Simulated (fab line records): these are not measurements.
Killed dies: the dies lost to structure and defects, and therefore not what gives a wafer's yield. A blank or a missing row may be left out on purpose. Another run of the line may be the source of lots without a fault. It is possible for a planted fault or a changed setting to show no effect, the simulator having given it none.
Problem report in the 8D (eight disciplines) form, filled by code | flow sky130 | the parts of the form that need people (team, actions taken, sign-off) are left out

1. PROBLEM STATEMENT
oes-product-au at SKY_POLY_GATE_ETCH_17 reads a mean of 0.872 a.u. on 3 wafers of 3 lots; wafers without a fault read 0.990 a.u. with a standard deviation of 0.0078. Relative to the usual mean, that is a shift of -15 standard deviations.
The step: etches poly-Si in HBr/Cl2, stops on SiO2, target depth 180 nm, time 70.5 s.
First observed at day 19 08:57: wafer L409.1, on rie-si-01. The record has a number at this step for 34 wafers belonging to 12 lots. By rule, "out" or "out of limits" means more than 4 standard deviations away from the usual mean. All remaining wafers that have a number are taken as sound.

2. WHAT IT IS AND WHAT IT IS NOT
question                    | is                     | is not
which readings at this step | oes-product-au         | drypump-motor-current-A, he-backside-leak-sccm, throttle-valve-pct
which lots                  | L409, L411, L412       | L407, L408, L410, L420, L421, L422, L424, L425, L426
which wafers of those lots  | L409.1, L411.1, L412.6 | L409.2, L411.2, L411.3, L412.2
read on which tools         | rie-si-01              | rie-si-02
when                        | from day 19 08:57      | up to then (7 sound wafers); but 24 sound wafers of L410, L411, L412, L420, L421, L422, L424, L425, L426 came after

3. THE SUSPECTS, EACH WITH WHAT RULES IT OUT
Counting: a tool at a process step up to the reading stays a suspect if it ran every lot that is out. Sound lots after the first of them don't rule it out here, since some wafers of a struck lot are sound.
- rie-si-01 at SKY_POLY_GATE_ETCH_17 (etches poly-Si in HBr/Cl2, stops on SiO2, target depth 180 nm, time 70.5 s): kept. Every lot that is out went through it, the first being L409 (day 19 08:57); the last sound lot it ran before that was L408 (day 18 22:09). Its own oes-product-au readings are out on those wafers.
After counting, what remains is rie-si-01 at SKY_POLY_GATE_ETCH_17.

4. THE CAUSE (what the simulator had put in)
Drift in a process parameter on rie-si-01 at SKY_POLY_GATE_ETCH_17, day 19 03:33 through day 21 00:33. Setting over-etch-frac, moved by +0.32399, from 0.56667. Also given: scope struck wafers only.
After counting, this tool was the only one left.

5. THE CHAIN OF EFFECTS, in route order
Rows list readings where the struck wafers' mean (over those with a number) sits beyond 3 standard deviations from the usual. Readings are gone through only where the record gives a usual standard deviation; hours: the median, over the lots, of the time from a lot's start at the first step in this table giving one to that lot's start at this step; sigmas: the change measured in usual standard deviations.
hours | step                   | reading                  | usual      | on struck wafers | change | sigmas
0     | SKY_POLY_GATE_ETCH_17  | oes-product-au           | 0.990 a.u. | 0.872            | -0.118 | -15
0     | SKY_POLY_GATE_STRIP_18 | strip-time-to-endpoint-s | 3.14 s     | 2.90             | -0.24  | -5.5
Process steps it contains:
- SKY_POLY_GATE_ETCH_17: etches poly-Si in HBr/Cl2, stops on SiO2, target depth 180 nm, time 70.5 s.
- SKY_POLY_GATE_STRIP_18: strips in O2/N2.

6. HOW IT WOULD HAVE BEEN CAUGHT EARLIER
In this record no reading fell out of limits until day 19 08:57, 5 hours after the fault had begun at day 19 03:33.
